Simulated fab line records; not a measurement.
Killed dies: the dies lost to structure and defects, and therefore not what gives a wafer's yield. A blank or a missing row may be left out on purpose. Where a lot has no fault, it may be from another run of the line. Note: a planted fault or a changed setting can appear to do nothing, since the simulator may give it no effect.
Check for tools in common | flow sky130 | Sampled: 13 lots, 39 wafers

## WHY IT WAS OPENED
At SKY_SONOS_TUNNEL_OVL_MEAS_08 the reading SONOS_TUNNEL_OVL is flagged on 3 of 13 lots. Wafers without a fault read -0.9 nm, standard deviation 1.9.
Rule: a lot gets a flag if all its wafers with a number sit over 4 standard deviations from that mean, or if no wafer of it has a number. The rest of the lots are taken to be sound.

lot  | measured     | on         | SONOS_TUNNEL_OVL (nm), wafer by wafer | flag
L650 | day 11 10:53 | overlay-01 | 0.3 0.4 -1.5                          |
L651 | day 11 23:35 | overlay-02 | -0.7 0.3 2.2                          |
L652 | day 12 03:38 | overlay-01 | -5.7 -4.7 -3.2                        |
L654 | day 12 14:41 | overlay-02 | -2.5 -1.4 -4.3                        |
L655 | day 13 00:38 | overlay-02 | 0.2 0.0 0.6                           |
L656 | day 13 12:38 | overlay-02 | 0.2 -1.9 -0.1                         |
L657 | day 13 18:56 | overlay-02 | 0.3 0.5 -1.2                          |
L661 | day 14 23:02 | overlay-01 | 0.8 0.5 0.3                           |
L665 | day 16 10:41 | overlay-01 | -1.2 -1.3 -0.8                        |
L666 | day 16 18:31 | overlay-02 | 2.8 1.2 0.4                           |
L667 | day 17 10:56 | overlay-01 | 287.0 289.0 287.0                     | FLAGGED
L668 | day 17 11:41 | overlay-01 | 288.3 288.4 290.8                     | FLAGGED
L670 | day 17 20:30 | overlay-02 | 287.8 288.8 287.5                     | FLAGGED
Averaged over the flagged lots the numbers come to 288.3 nm, +289.2 nm from the usual (+99 or more standard deviations).

## WHICH TOOL RAN EACH LOT
Before the reading, the record contains 2 process steps out of a 708-step route. Every cell lists first the tool, next ch and the chambers used by the sampled wafers, and last the start.
lot  | flag    | SKY_FIELD_ISO_CMP_27         | SKY_SONOS_TUNNEL_EXPOSE_04
L650 |         | cmp-02 ch 0,3, day 2 11:08   | iline stepper-02 ch 0, day 10 23:29
L651 |         | cmp-01 ch 2,3, day 2 17:05   | iline stepper-01 ch 0, day 11 12:44
L652 |         | cmp-02 ch 0,2, day 2 20:46   | iline stepper-01 ch 0, day 11 16:29
L654 |         | cmp-02 ch 0,2, day 3 06:32   | iline stepper-01 ch 0, day 12 02:41
L655 |         | cmp-02 ch 0,1,3, day 3 11:33 | iline stepper-02 ch 0, day 12 12:02
L656 |         | cmp-01 ch 0,1,2, day 3 20:47 | iline stepper-02 ch 0, day 12 23:38
L657 |         | cmp-02 ch 2,3, day 3 23:32   | iline stepper-02 ch 0, day 13 06:10
L661 |         | cmp-01 ch 1,2,3, day 4 17:35 | iline stepper-02 ch 0, day 14 10:18
L665 |         | cmp-02 ch 2,3, day 5 18:35   | iline stepper-02 ch 0, day 15 21:10
L666 |         | cmp-01 ch 0,1, day 5 23:00   | iline stepper-02 ch 0, day 16 04:21
L667 | FLAGGED | cmp-02 ch 1,2,3, day 6 03:05 | iline stepper-01 ch 0, day 16 22:01
L668 | FLAGGED | cmp-02 ch 0,1, day 6 08:13   | iline stepper-01 ch 0, day 16 22:30
L670 | FLAGGED | cmp-01 ch 0,1,3, day 6 20:44 | iline stepper-01 ch 0, day 17 08:07
What these steps do:
- SKY_FIELD_ISO_CMP_27: polishes, stops on Si3N4, t overpolish 16 s, target thk 457.8 nm.
- SKY_SONOS_TUNNEL_EXPOSE_04: exposes mask TUNM, target cd 410 nm.
- SKY_SONOS_TUNNEL_OVL_MEAS_08

## FLAGGED AGAINST TOTAL, ONE TOOL AT A TIME (gauges that did the reading follow at the end)
step                         | tool             | lots run | flagged | share of the flagged lots | sound lots run after its first flagged lot
SKY_FIELD_ISO_CMP_27         | cmp-01           | 5        | 1       | some                      | 0
SKY_FIELD_ISO_CMP_27         | cmp-02           | 8        | 2       | some                      | 0
SKY_SONOS_TUNNEL_EXPOSE_04   | iline stepper-01 | 6        | 3       | all                       | 0
SKY_SONOS_TUNNEL_EXPOSE_04   | iline stepper-02 | 7        | 0       | none                      | -
SKY_SONOS_TUNNEL_OVL_MEAS_08 | overlay-01       | 6        | 2       | some                      | 0
SKY_SONOS_TUNNEL_OVL_MEAS_08 | overlay-02       | 7        | 1       | some                      | 0

## WHAT THE TABLE ALLOWS
In the table, 1 row covers all flagged lots: iline stepper-01 at SKY_SONOS_TUNNEL_EXPOSE_04.
- iline stepper-01 at SKY_SONOS_TUNNEL_EXPOSE_04 ran 6 lots, 3 of them flagged. A fault beginning between L654 (day 12 02:41), its last sound lot, and L667 (day 16 22:01), its first flagged one, fits the data.
What remains is a single tool, iline stepper-01 at SKY_SONOS_TUNNEL_EXPOSE_04.

## WHAT HAD BEEN PUT IN BY THE SIMULATOR
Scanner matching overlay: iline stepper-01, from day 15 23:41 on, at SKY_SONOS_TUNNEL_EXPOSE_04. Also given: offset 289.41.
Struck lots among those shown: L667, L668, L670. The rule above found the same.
